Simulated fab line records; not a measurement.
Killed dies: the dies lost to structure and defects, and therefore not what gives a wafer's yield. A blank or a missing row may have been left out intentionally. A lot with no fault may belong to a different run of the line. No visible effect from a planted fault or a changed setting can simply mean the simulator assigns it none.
fab line records	flow sky130
[record] lots = 6	wafers = 18	lastDay = 50
route steps=708 shown VIA3@582 PAD_OPEN@708
lots that met no fault: from a run of the same line without faults
startH: the number of hours between the record's first day and the start of the first shown wafer of the lot	waitH: how many hours have passed since the lot's step before this one	" same as the row above	L1.1+2: a row that stands for several wafers	- value missing, or start not given	* or withheld: withheld	< > ~ a bound
route shown NAME@n: NAME is a module with steps in the file, n the number in the route of the first one	usual: average and standard deviation across the fault-free wafers	same: alike in all rows	chamber/n: place in a boat	sites: each site's reading	_std_site: standard deviation across them	_edge_site: outer sites' mean less inner sites'	radiusMm: for every site, how far away it sits from the centre of the wafer	mask NAME#n: copy n	behind: the most recent tool/chamber to have shaped the wafer	hold: cause of the lot's hold/its duration in hours/its outcome	device: whichever transistor did not switch (one of n, p or np)	end of line: at the end of the route, the tests of the same wafers	for a step that has no rows: nothing shown but its recipe	killed: dies lost to structure and defects at the first sort, not the wafer's yield	map: a wafer's dies, x killed, . not, _ none there
set.NAME: the run value of the setting; set.NAME@STEP: its run value at that earlier step	model.NAME: the simulator's own value behind a step, which no gauge read
a table for each step, a row for each wafer; lots at some steps of the route
services: when a tool's chamber went out of use (startH, in hours from the record's first day, below 0 if earlier), for how many hours, and the reason
[[steps]]
[step SKY_VIA3_EXPOSE_09]
[recipe] maskId = VIM3	na = 0.8	sourceShape = annular	sigmaInner = 0.55	sigmaOuter = 0.85	targetCdNm = 200	doseMj = 38
[step SKY_VIA3_PEB_10]
[recipe] pebTempC = withheld	pebTimeS = withheld	resist = KrF-thick
[step SKY_VIA3_DEVELOP_11]
[recipe] developTimeS = 60	resist = KrF-thick	devTempC = 21
[step SKY_VIA3_CD_MEAS_12]
[recipe] targetCdNm = 200
[usual] cdNm = 201.1/1.1
lot.wafer	tool	chamber	startH	waitH	cdNm
L257.1	cdSem-02	-	943.03	-	200.4
L257.2	"	-	"	"	201.2
L257.6	"	-	"	"	200.9
L261.1	cdSem-01	-	965.93	-	200.5
L261.5	"	-	"	"	201.0
L261.6	"	-	"	"	201.9
L267.1	cdSem-01	-	1008.38	-	202.3
L267.3	"	-	"	"	202.3
L267.6	"	-	"	"	200.7
L274.2	cdSem-02	-	1054.04	-	199.4
L274.3	"	-	"	"	200.6
L274.5	"	-	"	"	199.2
L275.1	cdSem-01	-	1059.23	-	201.3
L275.4	"	-	"	"	199.3
L275.6	"	-	"	"	201.0
L278.1	cdSem-02	-	1075.93	-	201.1
L278.2	"	-	"	"	200.3
L278.6	"	-	"	"	200.9
[step SKY_VIA3_OVL_MEAS_13]
[usual] VIA3_OVL = -1/5.6
lot.wafer	tool	chamber	startH	waitH	VIA3_OVL[nm]
L257.1	overlay-01	-	943.15	0.1	4
L257.2	"	-	"	"	5
L257.6	"	-	"	"	-2
L261.1	overlay-01	-	966.05	0.1	-2
L261.5	"	-	"	"	-2
L261.6	"	-	"	"	1
L267.1	overlay-01	-	1008.50	0.1	1
L267.3	"	-	"	"	4
L267.6	"	-	"	"	-4
L274.2	overlay-02	-	1054.14	0.1	1
L274.3	"	-	"	"	0
L274.5	"	-	"	"	-4
L275.1	overlay-01	-	1059.35	0.1	-1
L275.4	"	-	"	"	7
L275.6	"	-	"	"	5
L278.1	overlay-01	-	1076.05	0.1	-3
L278.2	"	-	"	"	-16
L278.6	"	-	"	"	-16
[step SKY_VIA3_ETCH_14]
[recipe] chemistry = N2/H2	target = BARC	ionEnergyEv = 200	sourceW = 500	biasW = 100	pressureMtorr = 30	n2FlowSccm = 100	h2FlowSccm = 200	stopOn = SiO2	timeS = 45.9	targetDepthA = 600
[usual] drypumpMotorCurrentA = 5.5/0.31	oesProductAu = 0.854/0.0047	throttleValvePct = 13.224/0.0091
lot.wafer	tool	chamber	startH	waitH	drypumpMotorCurrentA	oesProductAu	rfHoursCounterH	throttleValvePct
L257.1	rieDiel-04	3	943.19	0.0	5.4	0.852	5	13.219
L257.2	"	1	"	"	5.2	0.855	16	13.230
L257.6	"	2	"	"	5.6	0.850	-	13.222
L261.1	rieDiel-04	0	966.08	0.0	5.0	0.858	12	13.227
L261.5	"	2	"	"	5.7	0.854	-	13.225
L261.6	"	1	"	"	5.2	0.851	-	13.224
L267.1	rieDiel-01	3	1008.53	0.0	5.6	0.853	23	13.230
L267.3	"	0	"	"	5.6	0.851	16	13.226
L267.6	"	2	"	"	5.5	0.854	-	13.227
L274.2	rieDiel-04	2	1054.17	0.0	5.6	0.855	21	13.212
L274.3	"	1	"	"	5.2	0.846	20	13.240
L274.5	"	2	"	"	5.6	0.858	-	13.239
L275.1	rieDiel-04	2	1059.39	0.0	5.6	0.849	22	13.214
L275.4	"	3	"	"	5.3	0.855	8	13.228
L275.6	"	0	"	"	5.0	0.856	-	13.217
L278.1	rieDiel-03	2	1076.08	0.0	5.8	0.851	9	13.227
L278.2	"	0	"	"	5.3	0.852	8	13.227
L278.6	"	3	"	"	5.3	0.857	-	13.217
[step SKY_VIA3_ETCH_15]
[recipe] target = SiO2	chemistry = C4F8/O2/Ar	targetDepthNm = 507	stopOn = TiN	maskMaterial = KrF-thick	sourceW = 1500	biasW = 1200	pressureMtorr = 40	c4f8FlowSccm = withheld	O2_flow_sccm = 6	Ar_flow_sccm = 300	timeS = 78
[usual] oesProductAu = 0.946/0.005
lot.wafer	tool	chamber	startH	waitH	oesProductAu	rfHoursCounterH
L257.1	rieDiel-04	3	943.23	0.0	0.953	5
L257.2	"	1	"	"	0.943	16
L257.6	"	2	"	"	0.943	-
L261.1	rieDiel-04	0	966.12	0.0	0.941	12
L261.5	"	2	"	"	0.945	-
L261.6	"	1	"	"	0.945	-
L267.1	rieDiel-01	3	1008.57	0.0	0.951	23
L267.3	"	0	"	"	0.948	16
L267.6	"	2	"	"	0.949	-
L274.2	rieDiel-04	2	1054.21	0.0	0.953	21
L274.3	"	1	"	"	0.942	20
L274.5	"	2	"	"	0.943	-
L275.1	rieDiel-04	2	1059.43	0.0	0.953	22
L275.4	"	3	"	"	0.945	8
L275.6	"	0	"	"	0.949	-
L278.1	rieDiel-03	2	1076.12	0.0	0.938	9
L278.2	"	0	"	"	0.951	8
L278.6	"	3	"	"	0.949	-
[step SKY_VIA3_STRIP_16]
[recipe] chemistry = O2/N2	powerW = 1400	pressureMtorr = 1500	platenTempC = withheld	o2FlowSccm = 3000	n2FlowSccm = 300	overashFraction = 0.5
[usual] drypumpMotorCurrentA = 5.3/0.5	oesProductAu = 0.402/0.0047	stripTimeToEndpointS = 4.124/0.029
lot.wafer	tool	chamber	startH	waitH	drypumpMotorCurrentA	oesProductAu	rfHoursCounterH	stripTimeToEndpointS
L257.1	plasmaAsher-03	1	943.29	0.0	4.9	0.404	113	4.152
L257.2	"	0	"	"	6.5	0.408	113	4.115
L257.6	"	0	"	"	6.5	0.399	-	4.078
L261.1	plasmaAsher-01	0	966.18	0.0	4.9	0.408	83	4.088
L261.5	"	0	"	"	4.9	0.406	-	4.079
L261.6	"	1	"	"	5.6	0.403	-	4.104
L267.1	plasmaAsher-04	0	1008.63	0.0	5.0	0.402	58	4.125
L267.3	"	0	"	"	5.0	0.402	-	4.138
L267.6	"	1	"	"	5.4	0.401	-	4.163
L274.2	plasmaAsher-01	0	1054.27	0.0	4.9	0.393	92	4.091
L274.3	"	1	"	"	5.6	0.394	-	4.132
L274.5	"	1	"	"	5.6	0.400	-	4.089
L275.1	plasmaAsher-04	1	1059.49	0.0	5.4	0.400	63	4.090
L275.4	"	1	"	"	5.4	0.399	-	4.111
L275.6	"	1	"	"	5.4	0.400	-	4.104
L278.1	plasmaAsher-04	0	1076.18	0.0	5.0	0.395	65	4.150
L278.2	"	1	"	"	5.4	0.409	65	4.145
L278.6	"	1	"	"	5.4	0.401	-	4.134
[step SKY_VIA3_STRIP_17]
[recipe] chemistry = postEtchResidueRemover	timeS = 1200	tempC = 72.5
[step SKY_VIA3_CLEAN_18]
[recipe] chemistry = IPA	timeS = 180	tempC = 25
[step SKY_VIA3_CLEAN_19]
[recipe] chemistry = O3/DIW	dry = n2Spin
[step SKY_VIA3_SPUTTER_20]
[recipe] material = TiN	targetThkNm = 20	chamberPressurePa = 5	powerW = 4000	timeS = 80
[usual] throttleValvePct = 30.1/0.99
lot.wafer	tool	chamber	startH	waitH	throttleValvePct
L257.1	pvdSputter-02	-	943.88	0.0	29.4
L257.2	"	-	"	"	30.6
L257.6	"	-	"	"	29.2
L261.1	pvdSputter-03	-	966.78	0.0	29.6
L261.5	"	-	"	"	31.6
L261.6	"	-	"	"	29.5
L267.1	pvdSputter-04	-	1009.27	0.0	30.2
L267.3	"	-	"	"	30.3
L267.6	"	-	"	"	30.4
L274.2	pvdSputter-03	-	1054.88	0.0	29.6
L274.3	"	-	"	"	30.0
L274.5	"	-	"	"	29.7
L275.1	pvdSputter-04	-	1060.12	0.0	30.4
L275.4	"	-	"	"	30.2
L275.6	"	-	"	"	31.2
L278.1	pvdSputter-03	-	1076.82	0.0	29.8
L278.2	"	-	"	"	30.0
L278.6	"	-	"	"	29.9
[step SKY_VIA3_CVD_21]
[recipe] material = W	targetThkNm = 390	timeS = 117.31	tempC = 400	pressureTorr = 40
[usual] chamberPressureTorr = 40.00/0.097	heaterPowerW = 789/73	susceptorTempC = 400.00/0.23
lot.wafer	tool	chamber	startH	waitH	chamberPressureTorr	heaterPowerW	susceptorTempC	model.W_of_VIA3_CVD_21.thkNm
L257.1	cvdW-02	1	943.94	0.0	39.89	777	400.13	388.8
L257.2	"	0	"	"	39.86	697	400.10	399.4
L257.6	"	0	"	"	39.97	720	399.76	397.9
L261.1	cvdW-02	0	966.85	0.0	39.97	698	399.90	404.1
L261.5	"	1	"	"	39.99	759	399.55	392.4
L261.6	"	0	"	"	40.04	696	400.03	402.6
L267.1	cvdW-01	0	1009.33	0.0	40.03	851	399.58	393.1
L267.3	"	0	"	"	40.03	858	399.60	398.5
L267.6	"	0	"	"	40.00	862	399.85	395.3
L274.2	cvdW-01	1	1054.94	0.0	35.41	881	400.00	370.4
L274.3	"	1	"	"	35.41	866	400.10	369.4
L274.5	"	1	"	"	35.41	887	399.96	371.9
L275.1	cvdW-01	1	1060.18	0.0	35.36	899	400.07	369.5
L275.4	"	0	"	"	35.50	842	400.13	365.6
L275.6	"	1	"	"	35.33	904	400.39	362
L278.1	cvdW-02	0	1076.88	0.0	39.80	718	400.04	396
L278.2	"	1	"	"	39.94	755	399.80	385.7
L278.6	"	0	"	"	39.95	719	400.41	397.2
[step SKY_VIA3_RS_MEAS_22]
[recipe] thkMeasGauge = four-point-probe	reads = W_of_VIA3_CVD_21+TiN_of_VIA3_SPUTTER_20
[usual] VIA3_W_RS = 0.292/0.0041
lot.wafer	tool	chamber	startH	waitH	VIA3_W_RS[ohm/sq]
L257.1	filmMetro-04	-	944.06	0.1	0.295
L257.2	"	-	"	"	0.287
L257.6	"	-	"	"	0.288
L261.1	filmMetro-03	-	966.97	0.1	0.284
L261.5	"	-	"	"	0.292
L261.6	"	-	"	"	0.285
L267.1	filmMetro-03	-	1009.45	0.1	0.292
L267.3	"	-	"	"	0.288
L267.6	"	-	"	"	0.290
L274.2	filmMetro-03	-	1055.08	0.1	0.309
L274.3	"	-	"	"	0.311
L274.5	"	-	"	"	0.309
L275.1	filmMetro-02	-	1060.30	0.1	0.311
L275.4	"	-	"	"	0.313
L275.6	"	-	"	"	0.318
L278.1	filmMetro-03	-	1077.01	0.1	0.289
L278.2	"	-	"	"	0.297
L278.6	"	-	"	"	0.289
[step SKY_VIA3_THK_MEAS_23]
[recipe] thkMeasGauge = xrf	reads = W_of_VIA3_CVD_21
[usual] VIA3_W_THK = 396/6.7
lot.wafer	tool	chamber	startH	waitH	VIA3_W_THK[nm]
L257.1	filmMetro-04	-	944.18	0.1	399
L257.2	"	-	"	"	410
L257.6	"	-	"	"	403
L261.1	filmMetro-03	-	967.09	0.1	398
L261.5	"	-	"	"	387
L261.6	"	-	"	"	396
L267.1	filmMetro-03	-	1009.57	0.1	392
L267.3	"	-	"	"	399
L267.6	"	-	"	"	393
L274.2	filmMetro-03	-	1055.19	0.1	367
L274.3	"	-	"	"	368
L274.5	"	-	"	"	370
L275.1	filmMetro-02	-	1060.42	0.1	376
L275.4	"	-	"	"	371
L275.6	"	-	"	"	368
L278.1	filmMetro-03	-	1077.13	0.1	396
L278.2	"	-	"	"	385
L278.6	"	-	"	"	395
[step SKY_VIA3_CMP_24]
[recipe] stopOn = SiO2	tOverpolishS = 20	downForcePsi = 3.5	platenRpm = 60	targetThkNm = 0	padVelocityMS = 0.94248
[usual] motorCurrentA = 10.6/1.1
lot.wafer	tool	chamber	startH	waitH	motorCurrentA
L257.2	cmp-01	2	944.34	0.1	10.7
L257.1	"	3	"	"	12.4
L257.6	"	0	"	"	9.9
L261.1	cmp-01	0	967.20	0.1	10.6
L261.5	"	0	"	"	10.3
L261.6	"	1	"	"	12.0
L267.1	cmp-01	3	1009.68	0.1	12.1
L267.3	"	1	"	"	11.1
L267.6	"	3	"	"	12.3
L274.3	cmp-02	1	1055.29	0.1	10.3
L274.2	"	3	"	"	11.9
L274.5	"	0	"	"	8.6
L275.1	cmp-02	0	1060.53	0.1	8.6
L275.4	"	1	"	"	10.0
L275.6	"	3	"	"	12.6
L278.1	cmp-01	1	1077.29	0.1	11.4
L278.2	"	2	"	"	10.4
L278.6	"	0	"	"	9.8
[step SKY_PAD_OPEN_PROBE_99]
[usual] defectLimitedYield = 82.7/1.8	killed_at_M0_to_M3 = 42/7.2	killed_at_M4_up = 3.4/2.1	killedAtContacts = 24/5.4	killedAtFrontEnd = 15/4	killedAtOther = 0.3/0.53	killedDies = 85/8.8	killedOnRim = 16/3.5	killedOpen = 47/6.7	killedShort = 38/6.5	sort_bin_3_pad_short = 0.8/0.4	sort_bin_5_function = 10.2/1.3	sort_bin_6_memory = 6.2/1.2	sortNPass = 407/8.8	sortYieldPct = 82.7/1.8
[same] grossDies = 492	killedAtBackSide = 0	sort_bin_4_leakage[%] = 0	sort_bin_8_speed[%] = 0
lot.wafer	tool	chamber	startH	waitH	defectLimitedYield[%]	killed_at_M0_to_M3	killed_at_M4_up	killedAtContacts	killedAtFrontEnd	killedAtOther	killedDies	killedOnRim	killedOpen	killedShort	sort_bin_3_pad_short[%]	sort_bin_5_function[%]	sort_bin_6_memory[%]	sortNPass	sortYieldPct[%]
L257.1	prober-01	-	1087.89	0.1	82.7	50	4	23	8	0	85	14	40	45	0.6	10.4	6.3	407	82.7
L257.2	prober-01	-	1087.94	0.1	82.1	43	7	27	11	0	88	15	51	37	1.8	10.2	5.9	404	82.1
L257.6	prober-01	-	1088.14	0.2	80.5	51	5	24	16	0	96	16	51	45	1.0	11.8	6.7	396	80.5
L261.1	prober-01	-	1108.38	0.1	82.9	40	2	25	17	0	84	17	49	35	0.8	11.8	4.5	408	82.9
L261.5	prober-01	-	1108.58	0.2	83.9	37	2	24	15	1	79	15	43	35	0.6	8.9	6.5	413	83.9
L261.6	prober-01	-	1108.63	0.2	80.5	46	1	34	14	1	96	15	48	48	0.6	12.6	6.3	396	80.5
L267.1	prober-01	-	1142.95	0.1	80.3	48	3	37	9	0	97	17	56	41	1.0	11.4	7.3	395	80.3
L267.3	prober-01	-	1143.05	0.2	85.4	43	0	18	11	0	72	13	40	32	0.2	9.3	5.1	420	85.4
L267.6	prober-01	-	1143.20	0.2	82.1	37	5	33	13	0	88	22	51	37	0.4	12.0	5.5	404	82.1
L274.2	prober-02	-	1179.27	0.1	82.1	47	2	21	17	1	88	14	48	39	1.8	10.4	5.7	404	82.1
L274.3	prober-02	-	1179.32	0.2	82.1	41	3	29	13	2	88	19	46	41	0.4	10.2	7.3	404	82.1
L274.5	prober-02	-	1179.42	0.2	79.7	56	2	29	13	0	100	13	56	44	0.4	11.6	8.3	392	79.7
L275.1	prober-02	-	1181.75	0.1	82.1	40	1	28	19	0	88	18	53	35	1.0	10.8	6.1	404	82.1
L275.4	prober-02	-	1181.90	0.2	86.2	33	3	21	11	0	68	13	46	21	0.8	8.3	4.7	424	86.2
L275.6	prober-02	-	1182.00	0.2	81.5	45	4	25	17	0	91	15	46	45	1.2	10.6	6.7	401	81.5
L278.1	prober-01	-	1196.84	0.1	84.1	38	5	18	16	1	78	23	39	38	0.8	7.1	7.9	414	84.1
L278.2	prober-01	-	1196.89	0.1	83.5	42	4	19	15	1	81	22	44	34	0.8	8.1	7.5	411	83.5
L278.6	prober-01	-	1197.09	0.2	81.7	49	2	24	15	0	90	18	43	47	1.2	9.8	7.3	402	81.7
// killed by level:class
L257.1 METAL2:geometricParticle:short=13 VIA2:geometricParticle:open=9 CONTACT:geometricParticle:open=8 VIA1:geometricParticle:open=8 CONTACT:geometricParticle:short=7 METAL1:geometricParticle:short=5 VIA3:geometricParticle:open=5 LI_CONTACT:geometricParticle:open=4
L257.2 VIA1:geometricParticle:open=11 LI_CONTACT:geometricParticle:open=9 VIA2:geometricParticle:open=9 CONTACT:geometricParticle:open=7 METAL1:geometricParticle:short=6 CONTACT:geometricParticle:short=5 METAL4:geometricParticle:short=5 LOCAL_INTERCONNECT:geometricParticle:short=4
L257.6 VIA1:geometricParticle:open=15 METAL1:geometricParticle:short=9 METAL2:geometricParticle:short=8 CONTACT:geometricParticle:short=7 CONTACT:geometricParticle:open=7 VIA3:geometricParticle:open=7 LI_CONTACT:geometricParticle:open=6 FIELD_ISO:geometricParticle:open=5
L261.1 CONTACT:geometricParticle:open=11 VIA1:geometricParticle:open=10 METAL2:geometricParticle:short=7 LI_CONTACT:geometricParticle:open=6 FIELD_ISO:geometricParticle:open=5 VIA2:geometricParticle:short=5 LOCAL_INTERCONNECT:geometricParticle:short=4 FIELD_ISO:geometricParticle:short=3
L261.5 VIA1:geometricParticle:open=13 CONTACT:geometricParticle:open=8 LI_CONTACT:geometricParticle:open=5 LOCAL_INTERCONNECT:geometricParticle:short=5 METAL2:geometricParticle:short=4 VIA3:geometricParticle:open=4 FIELD_ISO:geometricParticle:open=3 FIELD_ISO:geometricParticle:short=3
L261.6 LI_CONTACT:geometricParticle:open=17 METAL2:geometricParticle:short=11 VIA1:geometricParticle:open=10 CONTACT:geometricParticle:short=7 METAL1:geometricParticle:short=7 VIA2:geometricParticle:open=5 FIELD_ISO:geometricParticle:short=4 LI_CONTACT:geometricParticle:short=4
L267.1 VIA1:geometricParticle:open=14 CONTACT:geometricParticle:open=11 LI_CONTACT:geometricParticle:open=10 VIA2:geometricParticle:open=8 CONTACT:geometricParticle:short=7 METAL2:geometricParticle:short=7 VIA3:geometricParticle:open=6 LOCAL_INTERCONNECT:geometricParticle:short=5
L267.3 VIA1:geometricParticle:open=9 CONTACT:geometricParticle:open=8 METAL2:geometricParticle:short=7 LI_CONTACT:geometricParticle:open=6 METAL1:geometricParticle:short=5 VIA3:geometricParticle:short=5 VIA1:geometricParticle:short=4 FIELD_ISO:geometricParticle:open=3
L267.6 LI_CONTACT:geometricParticle:open=12 VIA1:geometricParticle:open=12 CONTACT:geometricParticle:open=9 METAL1:geometricParticle:short=6 CONTACT:geometricParticle:short=5 FIELD_ISO:geometricParticle:open=4 LOCAL_INTERCONNECT:geometricParticle:short=4 METAL2:geometricParticle:short=4
L274.2 VIA1:geometricParticle:open=10 CONTACT:geometricParticle:open=8 VIA3:geometricParticle:open=7 LOCAL_INTERCONNECT:geometricParticle:short=6 VIA1:geometricParticle:short=6 METAL1:geometricParticle:short=5 FIELD_ISO:geometricParticle:short=4 VIA3:geometricParticle:short=4
L274.3 LI_CONTACT:geometricParticle:open=13 VIA1:geometricParticle:open=10 POLY_GATE:geometricParticle:short=7 CONTACT:geometricParticle:open=7 METAL2:geometricParticle:short=7 VIA3:geometricParticle:open=5 CONTACT:geometricParticle:short=4 VIA1:geometricParticle:short=4
L274.5 VIA1:geometricParticle:open=12 CONTACT:geometricParticle:open=11 METAL1:geometricParticle:short=10 METAL2:geometricParticle:short=9 LOCAL_INTERCONNECT:geometricParticle:short=8 VIA3:geometricParticle:open=6 LI_CONTACT:geometricParticle:open=6 VIA2:geometricParticle:open=6
L275.1 VIA1:geometricParticle:open=12 CONTACT:geometricParticle:open=10 FIELD_ISO:geometricParticle:open=8 LI_CONTACT:geometricParticle:open=6 METAL2:geometricParticle:short=5 VIA1:geometricParticle:short=5 VIA2:geometricParticle:open=5 LI_CONTACT:geometricParticle:short=4
L275.4 VIA1:geometricParticle:open=14 POLY_GATE:geometricParticle:open=7 VIA3:geometricParticle:open=7 CONTACT:geometricParticle:short=6 LI_CONTACT:geometricParticle:open=5 CONTACT:geometricParticle:open=5 LOCAL_INTERCONNECT:geometricParticle:short=3 METAL2:geometricParticle:short=3
L275.6 LI_CONTACT:geometricParticle:open=9 VIA2:geometricParticle:open=9 VIA1:geometricParticle:open=8 VIA1:geometricParticle:short=7 FIELD_ISO:geometricParticle:short=5 LOCAL_INTERCONNECT:geometricParticle:short=4 CONTACT:geometricParticle:open=4 CONTACT:geometricParticle:short=4
L278.1 CONTACT:geometricParticle:short=6 CONTACT:geometricParticle:open=6 VIA1:geometricParticle:open=6 VIA2:geometricParticle:open=6 FIELD_ISO:geometricParticle:short=5 POLY_GATE:geometricParticle:open=5 METAL1:geometricParticle:short=5 VIA1:geometricParticle:short=5
L278.2 VIA1:geometricParticle:open=10 CONTACT:geometricParticle:open=8 VIA2:geometricParticle:open=6 VIA3:geometricParticle:open=6 VIA1:geometricParticle:short=5 METAL2:geometricParticle:short=5 LI_CONTACT:geometricParticle:open=4 METAL1:geometricParticle:short=4
L278.6 CONTACT:geometricParticle:open=11 VIA1:geometricParticle:open=9 METAL1:geometricParticle:short=7 VIA2:geometricParticle:open=7 VIA3:geometricParticle:short=6 METAL2:geometricParticle:short=6 VIA1:geometricParticle:short=5 LI_CONTACT:geometricParticle:open=4
[[services]]
tool	chamber	startH	hours	kind
cmp-02	-	921.65	0.5	repair
rieDiel-01	-	927.99	0.2	repair
rieDiel-04	-	933.69	2.8	pm
plasmaAsher-03	-	933.80	1.7	repair
plasmaAsher-03	-	955.15	12.0	repair
plasmaAsher-04	-	955.50	0.5	repair
cvdW-01	-	956.31	1.8	repair
cmp-02	-	957.01	2.2	repair
pvdSputter-03	1	962.83	-	consumableReplace:kit
pvdSputter-03	1	962.83	18.0	scheduledDown
rieDiel-03	3	964.97	1.3	repair
cmp-01	-	971.55	4.0	repair
rieDiel-01	2	971.58	11.6	repair
rieDiel-03	1	980.45	2.1	repair
rieDiel-01	2	998.97	4.1	repair
plasmaAsher-01	-	1004.00	0.5	repair
rieDiel-01	1	1008.29	7.9	repair
plasmaAsher-03	-	1008.83	0.4	repair
pvdSputter-04	-	1016.30	5.2	repair
rieDiel-03	0	1040.40	7.6	repair
plasmaAsher-03	-	1055.25	9.0	pm
rieDiel-03	-	1058.69	15.6	pm
rieDiel-01	-	1062.32	28.1	pm
rieDiel-03	3	1077.14	5.9	repair
[[key]]
[firstSign] step = SKY_VIA3_CVD_21	reading = chamberPressureTorr	direction = down	sigmas = 47	usual = 40.00	struck = 35.40
[effect] step = SKY_VIA3_RS_MEAS_22	reading = VIA3_W_RS	direction = up	sigmas = 4.9	usual = 0.292	struck = 0.312
[effect] step = SKY_VIA3_THK_MEAS_23	reading = VIA3_W_THK	direction = down	sigmas = 3.9	usual = 396	struck = 370
[modelEffect] step = SKY_VIA3_CVD_21	value = W_of_VIA3_CVD_21.thkNm	without = 391.2	struck = 368.1
metAt SKY_VIA3_CVD_21
struckWafers L274.2,L274.3,L274.5,L275.1,L275.4,L275.6
onsetBetween 1009.33 1054.94
[fault] kind = processParameterDrift	tool = cvdW-01	chamber = -	onsetH = 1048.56	steps = SKY_VIA3_CVD_21	channel = pressureTorr	offset = -4.6082	shape = step	endH = 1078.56	actsIn = theseRecipesOnly	stated = 40
